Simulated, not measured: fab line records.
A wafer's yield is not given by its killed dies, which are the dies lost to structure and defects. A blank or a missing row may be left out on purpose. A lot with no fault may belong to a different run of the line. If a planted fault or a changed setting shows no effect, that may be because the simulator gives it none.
fab line records :: flow sky130
record
  lots=7
  wafers=21
  last-day=50
route steps=708 shown CAPM@550 METAL3@555
lots with no fault: from the same line, run without faults
start-h: hours from the record's first day to the start of the lot's first wafer shown :: wait-h: time in hours since the lot's previous step :: " as in the row above :: L1.1+2: one row covering several wafers at once :: - either no value or no given start :: * or withheld: withheld :: < > ~ a bound
route shown NAME@n: NAME is a module with steps in the file, n the number in the route of the first one :: usual: average and standard deviation across the fault-free wafers :: same: alike in all rows :: chamber/n: place in a boat :: sites: the reading at each site :: _std_site: standard deviation of those values :: _edge_site: outer sites' mean less inner sites' :: radius-mm: how far each site lies from the wafer's centre :: mask NAME#n: copy n :: behind: the most recent tool/chamber to have shaped the wafer :: hold: cause of the lot's hold/its duration in hours/its outcome :: device: transistor that didn't switch, given as n, p or np :: end of line: the tests these same wafers got at the end of their route :: where a step has no rows: the recipe by itself :: killed: count of dies lost to structure and defects at first sort (not the wafer's yield) :: map: the dies of a wafer, with x for killed, . for not killed, _ for no die there
set.NAME: setting as actually run; set.NAME@STEP: the setting as run at that earlier step :: model.NAME: the simulator's own value behind a step, which no gauge read
lots at selected steps of the route; one table per step, one row per wafer
services: from which hour (start-h, from the record's first day; less than 0 if before it) a tool's chamber was out of use, for how many hours, and why
## steps
# step SKY_CAPM_METAL_ETCH_13
# recipe
  target-depth-nm=220
  stop-on=SiO2
  chemistry=Cl2/BCl3
  target=TiN
  pressure-mtorr=10
  icp-w=900
  bias-w=48.5
  Cl2_flow_sccm=60
  bcl3-flow-sccm=30
  time-s=62.9
# usual
  bias-w=48.49/0.14
  drypump-motor-current-A=5.8/0.35
  oes-product-au=0.947/0.0076
  throttle-valve-pct=21.899/0.0098
lot.wafer: L811.2
tool: rie-metal-01
chamber: 1
start-h: 878.67
wait-h: 0.0
bias-w: 48.46
drypump-motor-current-A: 6.0
oes-product-au: 0.947
rf-hours-counter-h: 9
throttle-valve-pct: 21.911

lot.wafer: L811.4
tool: rie-metal-01
chamber: 0
start-h: 878.67
wait-h: 0.0
bias-w: 48.55
drypump-motor-current-A: 5.4
oes-product-au: 0.948
rf-hours-counter-h: -
throttle-valve-pct: 21.908

lot.wafer: L811.5
tool: rie-metal-01
chamber: 0
start-h: 878.67
wait-h: 0.0
bias-w: 48.56
drypump-motor-current-A: 5.3
oes-product-au: 0.937
rf-hours-counter-h: -
throttle-valve-pct: 21.889

lot.wafer: L813.3
tool: rie-metal-02
chamber: 1
start-h: 895.41
wait-h: 0.0
bias-w: 48.39
drypump-motor-current-A: 5.7
oes-product-au: 0.947
rf-hours-counter-h: -
throttle-valve-pct: 21.907

lot.wafer: L813.4
tool: rie-metal-02
chamber: 0
start-h: 895.41
wait-h: 0.0
bias-w: 48.21
drypump-motor-current-A: 6.3
oes-product-au: 0.939
rf-hours-counter-h: -
throttle-valve-pct: 21.885

lot.wafer: L813.6
tool: rie-metal-02
chamber: 0
start-h: 895.41
wait-h: 0.0
bias-w: 48.20
drypump-motor-current-A: 6.3
oes-product-au: 0.934
rf-hours-counter-h: -
throttle-valve-pct: 21.909

lot.wafer: L821.1
tool: rie-metal-02
chamber: 0
start-h: 956.93
wait-h: 0.0
bias-w: 48.46
drypump-motor-current-A: 6.3
oes-product-au: 0.950
rf-hours-counter-h: 12
throttle-valve-pct: 21.920

lot.wafer: L821.4
tool: rie-metal-02
chamber: 0
start-h: 956.93
wait-h: 0.0
bias-w: 48.65
drypump-motor-current-A: 6.3
oes-product-au: 0.939
rf-hours-counter-h: -
throttle-valve-pct: 21.906

lot.wafer: L821.6
tool: rie-metal-02
chamber: 0
start-h: 956.93
wait-h: 0.0
bias-w: 48.49
drypump-motor-current-A: 6.3
oes-product-au: 0.954
rf-hours-counter-h: -
throttle-valve-pct: 21.877

lot.wafer: L823.3
tool: rie-metal-02
chamber: 1
start-h: 963.12
wait-h: 0.0
bias-w: 48.33
drypump-motor-current-A: 5.7
oes-product-au: 0.950
rf-hours-counter-h: -
throttle-valve-pct: 21.908

lot.wafer: L823.4
tool: rie-metal-02
chamber: 0
start-h: 963.12
wait-h: 0.0
bias-w: 48.50
drypump-motor-current-A: 6.2
oes-product-au: 0.948
rf-hours-counter-h: -
throttle-valve-pct: 21.901

lot.wafer: L823.6
tool: rie-metal-02
chamber: 0
start-h: 963.12
wait-h: 0.0
bias-w: 48.60
drypump-motor-current-A: 6.2
oes-product-au: 0.945
rf-hours-counter-h: -
throttle-valve-pct: 21.895

lot.wafer: L822.1
tool: rie-metal-02
chamber: 1
start-h: 975.02
wait-h: 0.0
bias-w: 48.48
drypump-motor-current-A: 5.7
oes-product-au: 0.948
rf-hours-counter-h: 8
throttle-valve-pct: 21.907

lot.wafer: L822.5
tool: rie-metal-02
chamber: 1
start-h: 975.02
wait-h: 0.0
bias-w: 48.43
drypump-motor-current-A: 5.8
oes-product-au: 0.940
rf-hours-counter-h: -
throttle-valve-pct: 21.895

lot.wafer: L822.6
tool: rie-metal-02
chamber: 0
start-h: 975.02
wait-h: 0.0
bias-w: 48.41
drypump-motor-current-A: 6.2
oes-product-au: 0.957
rf-hours-counter-h: -
throttle-valve-pct: 21.911

lot.wafer: L829.1
tool: rie-metal-02
chamber: 0
start-h: 1014.32
wait-h: 0.0
bias-w: 48.61
drypump-motor-current-A: 6.2
oes-product-au: 0.949
rf-hours-counter-h: 15
throttle-valve-pct: 21.902

lot.wafer: L829.3
tool: rie-metal-02
chamber: 1
start-h: 1014.32
wait-h: 0.0
bias-w: 48.46
drypump-motor-current-A: 5.8
oes-product-au: 0.956
rf-hours-counter-h: -
throttle-valve-pct: 21.882

lot.wafer: L829.4
tool: rie-metal-02
chamber: 0
start-h: 1014.32
wait-h: 0.0
bias-w: 48.47
drypump-motor-current-A: 6.3
oes-product-au: 0.949
rf-hours-counter-h: -
throttle-valve-pct: 21.896

lot.wafer: L832.1
tool: rie-metal-01
chamber: 0
start-h: 1033.03
wait-h: 0.0
bias-w: 48.73
drypump-motor-current-A: 5.3
oes-product-au: 0.940
rf-hours-counter-h: 7
throttle-valve-pct: 21.888

lot.wafer: L832.3
tool: rie-metal-01
chamber: 0
start-h: 1033.03
wait-h: 0.0
bias-w: 48.58
drypump-motor-current-A: 5.4
oes-product-au: 0.952
rf-hours-counter-h: -
throttle-valve-pct: 21.883

lot.wafer: L832.6
tool: rie-metal-01
chamber: 1
start-h: 1033.03
wait-h: 0.0
bias-w: 48.46
drypump-motor-current-A: 6.0
oes-product-au: 0.947
rf-hours-counter-h: -
throttle-valve-pct: 21.910
# step SKY_CAPM_STRIP_14
# recipe
  chemistry=O2/N2
  power-w=1400
  pressure-mtorr=1500
  platen-temp-c=withheld
  o2-flow-sccm=3000
  n2-flow-sccm=300
  overash-fraction=0.5
# usual
  drypump-motor-current-A=5.54/0.22
  oes-product-au=0.710/0.0046
  strip-time-to-endpoint-s=12.64/0.053
lot.wafer: L811.2
tool: plasma-asher-04
chamber: 0
start-h: 878.75
wait-h: 0.1
drypump-motor-current-A: 5.69
oes-product-au: 0.713
rf-hours-counter-h: 13
strip-time-to-endpoint-s: 12.73

lot.wafer: L811.4
tool: plasma-asher-04
chamber: 1
start-h: 878.75
wait-h: 0.1
drypump-motor-current-A: 5.37
oes-product-au: 0.708
rf-hours-counter-h: -
strip-time-to-endpoint-s: 12.63

lot.wafer: L811.5
tool: plasma-asher-04
chamber: 1
start-h: 878.75
wait-h: 0.1
drypump-motor-current-A: 5.38
oes-product-au: 0.714
rf-hours-counter-h: -
strip-time-to-endpoint-s: 12.58

lot.wafer: L813.3
tool: plasma-asher-01
chamber: 0
start-h: 895.49
wait-h: 0.1
drypump-motor-current-A: 5.47
oes-product-au: 0.707
rf-hours-counter-h: -
strip-time-to-endpoint-s: 12.57

lot.wafer: L813.4
tool: plasma-asher-01
chamber: 1
start-h: 895.49
wait-h: 0.1
drypump-motor-current-A: 5.24
oes-product-au: 0.703
rf-hours-counter-h: -
strip-time-to-endpoint-s: 12.62

lot.wafer: L813.6
tool: plasma-asher-01
chamber: 1
start-h: 895.49
wait-h: 0.1
drypump-motor-current-A: 5.25
oes-product-au: 0.709
rf-hours-counter-h: -
strip-time-to-endpoint-s: 12.61

lot.wafer: L821.1
tool: plasma-asher-04
chamber: 0
start-h: 957.01
wait-h: 0.1
drypump-motor-current-A: 5.70
oes-product-au: 0.716
rf-hours-counter-h: 21
strip-time-to-endpoint-s: 12.69

lot.wafer: L821.4
tool: plasma-asher-04
chamber: 1
start-h: 957.01
wait-h: 0.1
drypump-motor-current-A: 5.39
oes-product-au: 0.718
rf-hours-counter-h: -
strip-time-to-endpoint-s: 12.61

lot.wafer: L821.6
tool: plasma-asher-04
chamber: 1
start-h: 957.01
wait-h: 0.1
drypump-motor-current-A: 5.37
oes-product-au: 0.711
rf-hours-counter-h: -
strip-time-to-endpoint-s: 12.65

lot.wafer: L823.3
tool: plasma-asher-04
chamber: 1
start-h: 963.20
wait-h: 0.1
drypump-motor-current-A: 5.40
oes-product-au: 0.713
rf-hours-counter-h: -
strip-time-to-endpoint-s: 12.56

lot.wafer: L823.4
tool: plasma-asher-04
chamber: 0
start-h: 963.20
wait-h: 0.1
drypump-motor-current-A: 5.69
oes-product-au: 0.710
rf-hours-counter-h: -
strip-time-to-endpoint-s: 12.60

lot.wafer: L823.6
tool: plasma-asher-04
chamber: 1
start-h: 963.20
wait-h: 0.1
drypump-motor-current-A: 5.36
oes-product-au: 0.712
rf-hours-counter-h: -
strip-time-to-endpoint-s: 12.60

lot.wafer: L822.1
tool: plasma-asher-03
chamber: 0
start-h: 975.10
wait-h: 0.1
drypump-motor-current-A: 5.43
oes-product-au: 0.714
rf-hours-counter-h: 119
strip-time-to-endpoint-s: 12.65

lot.wafer: L822.5
tool: plasma-asher-03
chamber: 0
start-h: 975.10
wait-h: 0.1
drypump-motor-current-A: 5.44
oes-product-au: 0.707
rf-hours-counter-h: -
strip-time-to-endpoint-s: 12.67

lot.wafer: L822.6
tool: plasma-asher-03
chamber: 1
start-h: 975.10
wait-h: 0.1
drypump-motor-current-A: 5.95
oes-product-au: 0.707
rf-hours-counter-h: -
strip-time-to-endpoint-s: 12.75

lot.wafer: L829.1
tool: plasma-asher-03
chamber: 0
start-h: 1014.40
wait-h: 0.1
drypump-motor-current-A: 5.45
oes-product-au: 0.709
rf-hours-counter-h: 123
strip-time-to-endpoint-s: 12.61

lot.wafer: L829.3
tool: plasma-asher-03
chamber: 0
start-h: 1014.40
wait-h: 0.1
drypump-motor-current-A: 5.44
oes-product-au: 0.718
rf-hours-counter-h: -
strip-time-to-endpoint-s: 12.60

lot.wafer: L829.4
tool: plasma-asher-03
chamber: 1
start-h: 1014.40
wait-h: 0.1
drypump-motor-current-A: 5.95
oes-product-au: 0.710
rf-hours-counter-h: -
strip-time-to-endpoint-s: 12.63

lot.wafer: L832.1
tool: plasma-asher-04
chamber: 0
start-h: 1033.11
wait-h: 0.1
drypump-motor-current-A: 5.67
oes-product-au: 0.716
rf-hours-counter-h: 29
strip-time-to-endpoint-s: 12.71

lot.wafer: L832.3
tool: plasma-asher-04
chamber: 1
start-h: 1033.11
wait-h: 0.1
drypump-motor-current-A: 5.37
oes-product-au: 0.715
rf-hours-counter-h: -
strip-time-to-endpoint-s: 12.72

lot.wafer: L832.6
tool: plasma-asher-04
chamber: 1
start-h: 1033.11
wait-h: 0.1
drypump-motor-current-A: 5.37
oes-product-au: 0.708
rf-hours-counter-h: -
strip-time-to-endpoint-s: 12.73
# step SKY_CAPM_STRIP_15
# recipe
  chemistry=post-etch-residue-remover
  time-s=1200
  temp-c=72.5
# step SKY_CAPM_CLEAN_16
# recipe
  chemistry=IPA
  time-s=180
  temp-c=25
# step SKY_CAPM_CLEAN_17
# recipe
  chemistry=O3/DIW
  dry=n2-spin
# step SKY_METAL3_DEHYDRATE_05
# recipe
  temp-c=200
  time-s=60
# step SKY_METAL3_HMDS_06
# recipe
  prime-time-s=60
  prime-temp-c=120
# step SKY_METAL3_COAT_07
# recipe
  resist=BARC
  temp-c=withheld
  time-s=withheld
  spin-rpm=3000
  resist-thk-nm=60
# step SKY_METAL3_COAT_08
# recipe
  resist=KrF-thick
  spin-rpm=3000
  resist-thk-nm=1140
# step SKY_METAL3_SOFTBAKE_09
# recipe
  temp-c=100
  time-s=90
  resist=KrF-thick
# step SKY_METAL3_EXPOSE_10
# recipe
  mask-id=MM3
  na=0.68
  source-shape=annular
  sigma-inner=0.4
  sigma-outer=0.8
  target-cd-nm=300
  dose-mj=28
# step SKY_METAL3_PEB_11
# recipe
  peb-temp-c=withheld
  peb-time-s=withheld
  resist=KrF-thick
# step SKY_METAL3_DEVELOP_12
# recipe
  develop-time-s=60
  resist=KrF-thick
  dev-temp-c=21
# usual
  chill-plate-temp-C=23.00/0.1
  develop-time-s=60/0
lot.wafer: L811.2
tool: litho-track-02
chamber: 0
start-h: 904
wait-h: -
chill-plate-temp-C: 22.93
develop-time-s: 60
model.KrF-thick_of_METAL3_COAT_08.thk-nm: 1123

lot.wafer: L811.4
tool: litho-track-02
chamber: 0
start-h: 904
wait-h: -
chill-plate-temp-C: 22.95
develop-time-s: 60
model.KrF-thick_of_METAL3_COAT_08.thk-nm: 1124

lot.wafer: L811.5
tool: litho-track-02
chamber: 0
start-h: 904
wait-h: -
chill-plate-temp-C: 22.95
develop-time-s: 60
model.KrF-thick_of_METAL3_COAT_08.thk-nm: 1122

lot.wafer: L813.3
tool: litho-track-04
chamber: 0
start-h: 920
wait-h: -
chill-plate-temp-C: 22.99
develop-time-s: 60
model.KrF-thick_of_METAL3_COAT_08.thk-nm: 1128

lot.wafer: L813.4
tool: litho-track-04
chamber: 0
start-h: 920
wait-h: -
chill-plate-temp-C: 22.86
develop-time-s: 60
model.KrF-thick_of_METAL3_COAT_08.thk-nm: 1129

lot.wafer: L813.6
tool: litho-track-04
chamber: 0
start-h: 920
wait-h: -
chill-plate-temp-C: 22.94
develop-time-s: 60
model.KrF-thick_of_METAL3_COAT_08.thk-nm: 1128

lot.wafer: L821.1
tool: litho-track-03
chamber: -
start-h: 981
wait-h: -
chill-plate-temp-C: -
develop-time-s: -
model.KrF-thick_of_METAL3_COAT_08.thk-nm: 1138

lot.wafer: L821.4
tool: litho-track-03
chamber: -
start-h: 981
wait-h: -
chill-plate-temp-C: -
develop-time-s: -
model.KrF-thick_of_METAL3_COAT_08.thk-nm: 1139

lot.wafer: L821.6
tool: litho-track-03
chamber: -
start-h: 981
wait-h: -
chill-plate-temp-C: -
develop-time-s: -
model.KrF-thick_of_METAL3_COAT_08.thk-nm: 1138

lot.wafer: L823.3
tool: litho-track-04
chamber: -
start-h: 987
wait-h: -
chill-plate-temp-C: -
develop-time-s: -
model.KrF-thick_of_METAL3_COAT_08.thk-nm: 1139

lot.wafer: L823.4
tool: litho-track-04
chamber: -
start-h: 987
wait-h: -
chill-plate-temp-C: -
develop-time-s: -
model.KrF-thick_of_METAL3_COAT_08.thk-nm: 1141

lot.wafer: L823.6
tool: litho-track-04
chamber: -
start-h: 987
wait-h: -
chill-plate-temp-C: -
develop-time-s: -
model.KrF-thick_of_METAL3_COAT_08.thk-nm: 1142

lot.wafer: L822.1
tool: litho-track-02
chamber: -
start-h: 999
wait-h: -
chill-plate-temp-C: -
develop-time-s: -
model.KrF-thick_of_METAL3_COAT_08.thk-nm: 1141

lot.wafer: L822.5
tool: litho-track-02
chamber: -
start-h: 999
wait-h: -
chill-plate-temp-C: -
develop-time-s: -
model.KrF-thick_of_METAL3_COAT_08.thk-nm: 1141

lot.wafer: L822.6
tool: litho-track-02
chamber: -
start-h: 999
wait-h: -
chill-plate-temp-C: -
develop-time-s: -
model.KrF-thick_of_METAL3_COAT_08.thk-nm: 1142

lot.wafer: L829.1
tool: litho-track-02
chamber: 0
start-h: 1037
wait-h: -
chill-plate-temp-C: 23.08
develop-time-s: 60
model.KrF-thick_of_METAL3_COAT_08.thk-nm: 1121

lot.wafer: L829.3
tool: litho-track-02
chamber: 0
start-h: 1037
wait-h: -
chill-plate-temp-C: 23.18
develop-time-s: 60
model.KrF-thick_of_METAL3_COAT_08.thk-nm: 1118

lot.wafer: L829.4
tool: litho-track-02
chamber: 0
start-h: 1037
wait-h: -
chill-plate-temp-C: 23.00
develop-time-s: 60
model.KrF-thick_of_METAL3_COAT_08.thk-nm: 1120

lot.wafer: L832.1
tool: litho-track-03
chamber: 0
start-h: 1055
wait-h: -
chill-plate-temp-C: 23.01
develop-time-s: 60
model.KrF-thick_of_METAL3_COAT_08.thk-nm: 1131

lot.wafer: L832.3
tool: litho-track-03
chamber: 0
start-h: 1055
wait-h: -
chill-plate-temp-C: 23.11
develop-time-s: 60
model.KrF-thick_of_METAL3_COAT_08.thk-nm: 1132

lot.wafer: L832.6
tool: litho-track-03
chamber: 0
start-h: 1055
wait-h: -
chill-plate-temp-C: 22.94
develop-time-s: 60
model.KrF-thick_of_METAL3_COAT_08.thk-nm: 1130
# step SKY_METAL3_CD_MEAS_13
# recipe
  target-cd-nm=300
# usual
  cd-nm=299.8/1.2
lot.wafer: L811.2
tool: cd-sem-02
chamber: -
start-h: 904.93
wait-h: -
cd-nm: 299.9

lot.wafer: L811.4
tool: cd-sem-02
chamber: -
start-h: 904.93
wait-h: -
cd-nm: 299.5

lot.wafer: L811.5
tool: cd-sem-02
chamber: -
start-h: 904.93
wait-h: -
cd-nm: 299.9

lot.wafer: L813.3
tool: cd-sem-01
chamber: -
start-h: 920.52
wait-h: -
cd-nm: 299.7

lot.wafer: L813.4
tool: cd-sem-01
chamber: -
start-h: 920.52
wait-h: -
cd-nm: 300.9

lot.wafer: L813.6
tool: cd-sem-01
chamber: -
start-h: 920.52
wait-h: -
cd-nm: 301.0

lot.wafer: L821.1
tool: cd-sem-02
chamber: -
start-h: 981.70
wait-h: -
cd-nm: -

lot.wafer: L821.4
tool: cd-sem-02
chamber: -
start-h: 981.70
wait-h: -
cd-nm: -

lot.wafer: L821.6
tool: cd-sem-02
chamber: -
start-h: 981.70
wait-h: -
cd-nm: -

lot.wafer: L823.3
tool: cd-sem-01
chamber: -
start-h: 987.77
wait-h: -
cd-nm: -

lot.wafer: L823.4
tool: cd-sem-01
chamber: -
start-h: 987.77
wait-h: -
cd-nm: -

lot.wafer: L823.6
tool: cd-sem-01
chamber: -
start-h: 987.77
wait-h: -
cd-nm: -

lot.wafer: L822.1
tool: cd-sem-01
chamber: -
start-h: 999.26
wait-h: -
cd-nm: -

lot.wafer: L822.5
tool: cd-sem-01
chamber: -
start-h: 999.26
wait-h: -
cd-nm: -

lot.wafer: L822.6
tool: cd-sem-01
chamber: -
start-h: 999.26
wait-h: -
cd-nm: -

lot.wafer: L829.1
tool: cd-sem-01
chamber: -
start-h: 1037.51
wait-h: -
cd-nm: 300.4

lot.wafer: L829.3
tool: cd-sem-01
chamber: -
start-h: 1037.51
wait-h: -
cd-nm: 301.9

lot.wafer: L829.4
tool: cd-sem-01
chamber: -
start-h: 1037.51
wait-h: -
cd-nm: 301.0

lot.wafer: L832.1
tool: cd-sem-02
chamber: -
start-h: 1055.55
wait-h: -
cd-nm: 300.6

lot.wafer: L832.3
tool: cd-sem-02
chamber: -
start-h: 1055.55
wait-h: -
cd-nm: 300.5

lot.wafer: L832.6
tool: cd-sem-02
chamber: -
start-h: 1055.55
wait-h: -
cd-nm: 301.5
## services
tool: rie-metal-01
chamber: 0
start-h: 887.97
hours: -
kind: clean

tool: rie-metal-01
chamber: 0
start-h: 887.97
hours: 13.2
kind: scheduled-down

tool: rie-metal-01
chamber: 0
start-h: 887.97
hours: 13.2
kind: vent-cycle

tool: rie-metal-02
chamber: -
start-h: 978.75
hours: 0.7
kind: repair

tool: plasma-asher-03
chamber: -
start-h: 990.02
hours: 1.0
kind: repair

tool: plasma-asher-03
chamber: -
start-h: 1017.80
hours: 1.0
kind: repair

tool: plasma-asher-03
chamber: -
start-h: 1055.25
hours: 9.0
kind: pm

tool: plasma-asher-03
chamber: 0
start-h: 1055.25
hours: 9.0
kind: vent-cycle

tool: plasma-asher-03
chamber: 1
start-h: 1055.25
hours: 9.0
kind: vent-cycle
## key
first-sign
  step=SKY_METAL3_DEVELOP_12
  reading=tool-record
  direction=missing
effect none on later readings
model-effect
  step=SKY_METAL3_DEVELOP_12
  value=KrF-thick_of_METAL3_COAT_08.thk-nm
  without=1126
  struck=1140
met-at SKY_METAL3_DEVELOP_12
struck-wafers L821.1,L821.4,L821.6,L822.1,L822.5,L822.6,L823.3,L823.4,L823.6
later-rows-left-out L821.1,L821.4,L821.6,L822.1,L822.5,L822.6,L823.3,L823.4,L823.6
sort-left-out L821.1,L821.4,L821.6,L822.1,L822.5,L822.6,L823.3,L823.4,L823.6
onset-between 920 981
fault
  kind=skipped-step-whole
  tool=litho-track-02,litho-track-03,litho-track-04
  chamber=-
  onset-h=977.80
  steps=SKY_METAL3_DEVELOP_12
  scope=struck-lots-only
# sort-left-out: the simulated sort isn't trusted on such a fault, so these wafers' sort isn't shown, and their yield isn't known
# later-rows-left-out: the simulator's readings of these wafers behind a module that went badly wrong aren't trusted and aren't shown, but for the sort
